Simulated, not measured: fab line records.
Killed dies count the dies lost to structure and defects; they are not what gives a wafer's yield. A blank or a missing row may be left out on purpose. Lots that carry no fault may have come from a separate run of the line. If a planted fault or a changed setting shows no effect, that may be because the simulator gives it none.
One fault seen from 2 desks    flow sfq-line    numbers are kept per desk, each desk with only its own; the story behind them comes last

## AT THE METROLOGY DESK
Means of the sampled wafers that have a number, per lot and without regard to the tool the lot ran on: this is what the gauges read. Marked OUT: a lot whose mean sits more than 4 standard deviations from the usual mean, which makes it out of limits; the brackets give that distance.
Columns: A = I3_BOW at SFQ_I3_BOW_MEAS_922, usual 4 um; B = I3_OVL at SFQ_I3_OVL_MEAS_923, usual 0 nm
lot   first seen here  A   B
L946  day 37 14:30     -9  -5
L948  day 38 17:37     13  -0
L958  day 42 20:47     4   7
L959  day 43 10:08     -2  4
L960  day 43 14:47     9   8
L962  day 44 08:47     12  4
L963  day 44 16:06     17  5
Result from this desk: across the 7 lots, nothing is out of limits.

## THE TOOL OWNER'S DESK: rie-diel-04
The tool's own readings at SFQ_TRILAYER_I3_VIA_BARC_OPEN_VIA_ETCH_121 (etches BARC in O2, target depth 125 nm, time 41.7 s): means of the sampled wafers that have a number, for each lot that ran on this tool. Marked OUT: a lot whose mean sits more than 4 standard deviations from the usual mean, which makes it out of limits; the brackets give that distance.
Columns: A = drypump-motor-current-A at SFQ_TRILAYER_I3_VIA_BARC_OPEN_VIA_ETCH_121, usual 5.6 A; B = oes-product-au at SFQ_TRILAYER_I3_VIA_BARC_OPEN_VIA_ETCH_121, usual 0.685 a.u.
lot   first seen here  A    B
L946  day 43 12:26     5.6  0.688
L958  day 48 15:34     5.2  0.683
L959  day 49 03:34     5.2  0.685
L960  day 49 07:10     5.6  0.688
Result from this desk: across the 4 lots, nothing is out of limits.

## BROUGHT TOGETHER
Metrology desk: nothing out of limits seen.
Nothing out of limits was seen by the tool owner's desk.

## WHAT WAS PUT IN BY THE SIMULATOR
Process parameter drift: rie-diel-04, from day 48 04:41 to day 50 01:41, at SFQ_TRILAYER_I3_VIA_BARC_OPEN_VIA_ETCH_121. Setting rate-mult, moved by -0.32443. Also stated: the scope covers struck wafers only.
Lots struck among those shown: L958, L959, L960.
